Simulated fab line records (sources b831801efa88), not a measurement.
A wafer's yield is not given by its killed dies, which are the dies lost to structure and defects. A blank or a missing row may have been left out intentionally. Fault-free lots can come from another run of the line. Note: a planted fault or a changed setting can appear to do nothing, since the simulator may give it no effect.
Commonality check across tools	flow sfq_line	Lots sampled 16, wafers sampled 60

## THE REASON FOR OPENING IT
At SFQ_M0_RS_MEAS_904 the reading M0_NB_RS is flagged on 4 of 16 lots. Fault-free wafers read 0.891 ohm/sq, with a standard deviation of 0.007.
Rule: a lot is flagged in two cases, either no wafer of it has a number, or all its wafers with numbers fall more than 4 standard deviations from that mean. As for the other lots, they are considered sound.

lot	measured	on	M0_NB_RS (ohm/sq), wafer by wafer	flag
L978	day 5 11:27	film_metro-04	0.894 0.891 0.899	
L979	day 5 18:02	film_metro-04	0.894 0.903 0.900	
L981	day 6 04:27	film_metro-02	0.892 0.885 0.892	
L982	day 6 09:16	film_metro-04	0.900 0.904 0.902	
L983	day 6 11:33	film_metro-02	0.893 0.900 0.897	
L984	day 6 16:22	film_metro-03	0.742 0.746 0.745 0.741 0.745 0.747	FLAGGED
L985	day 7 00:45	film_metro-02	0.749 0.751 0.748 0.750 0.750 0.746	FLAGGED
L986	day 7 05:34	film_metro-03	0.743 0.744 0.742 0.745 0.744 0.744	FLAGGED
L987	day 7 11:34	film_metro-04	0.744 0.737 0.740 0.746 0.738 0.740	FLAGGED
L988	day 7 13:57	film_metro-03	0.894 0.891 0.898	
L992	day 8 18:33	film_metro-04	0.883 0.879 0.883	
L995	day 9 12:35	film_metro-04	0.901 0.899 0.901	
L997	day 9 23:25	film_metro-04	0.888 0.889 0.896	
L998	day 10 07:45	film_metro-04	0.892 0.894 0.894	
L999	day 10 14:59	film_metro-03	0.893 0.900 0.899	
L100	day 10 20:58	film_metro-03	0.891 0.884 0.893	
Average over the flagged lots: 0.744 ohm/sq; offset from the usual -0.147 ohm/sq, equal to -21 standard deviations.

## WHICH TOOL RAN EACH LOT
The record holds 1 process step before the reading, out of a route of 325 steps. Every cell lists first the tool, next ch and the chambers used by the sampled wafers, and last the start.
lot	flag	SFQ_TRILAYER_M0_DEP_SPUTTER_019
L978		pvd_sputter-06, day 5 11:20
L979		pvd_sputter-04, day 5 17:56
L981		pvd_sputter-05, day 6 04:20
L982		pvd_sputter-06, day 6 09:07
L983		pvd_sputter-06, day 6 11:26
L984	FLAGGED	pvd_sputter-06, day 6 16:14
L985	FLAGGED	pvd_sputter-06, day 7 00:40
L986	FLAGGED	pvd_sputter-06, day 7 05:27
L987	FLAGGED	pvd_sputter-06, day 7 11:26
L988		pvd_sputter-04, day 7 13:50
L992		pvd_sputter-05, day 8 18:28
L995		pvd_sputter-05, day 9 12:29
L997		pvd_sputter-05, day 9 23:16
L998		pvd_sputter-05, day 10 07:40
L999		pvd_sputter-05, day 10 14:53
L100		pvd_sputter-06, day 10 20:52
What is done by these steps:
- SFQ_TRILAYER_M0_DEP_SPUTTER_019: material Nb, target thk 200 nm, time 133.3 s.
- SFQ_M0_RS_MEAS_904: measures by four-point-probe.

## FLAGGED OVER TOTAL, TOOL BY TOOL (the gauges that took the reading come last)
step	tool	lots run	flagged	share of the flagged lots	sound lots run after its first flagged lot
SFQ_TRILAYER_M0_DEP_SPUTTER_019	pvd_sputter-04	2	0	none	-
SFQ_TRILAYER_M0_DEP_SPUTTER_019	pvd_sputter-05	6	0	none	-
SFQ_TRILAYER_M0_DEP_SPUTTER_019	pvd_sputter-06	8	4	all	1 (L100)
SFQ_M0_RS_MEAS_904	film_metro-02	3	1	some	0
SFQ_M0_RS_MEAS_904	film_metro-03	5	2	some	3 (L988,L999,L100)
SFQ_M0_RS_MEAS_904	film_metro-04	8	1	some	4 (L992,L995,L997,L998)

## WHAT THE TABLE PERMITS
Rows of the table that ran each flagged lot: 1, that is pvd_sputter-06 at SFQ_TRILAYER_M0_DEP_SPUTTER_019.
- pvd_sputter-06 at SFQ_TRILAYER_M0_DEP_SPUTTER_019 ran 8 lots, 4 of them flagged. Sound lots ran on it after the first flagged one (L100), which a lasting fault on the whole tool wouldn't allow.
No row of the table ran every flagged lot and no sound lot after the first.

## WHAT THE SIMULATOR PUT IN
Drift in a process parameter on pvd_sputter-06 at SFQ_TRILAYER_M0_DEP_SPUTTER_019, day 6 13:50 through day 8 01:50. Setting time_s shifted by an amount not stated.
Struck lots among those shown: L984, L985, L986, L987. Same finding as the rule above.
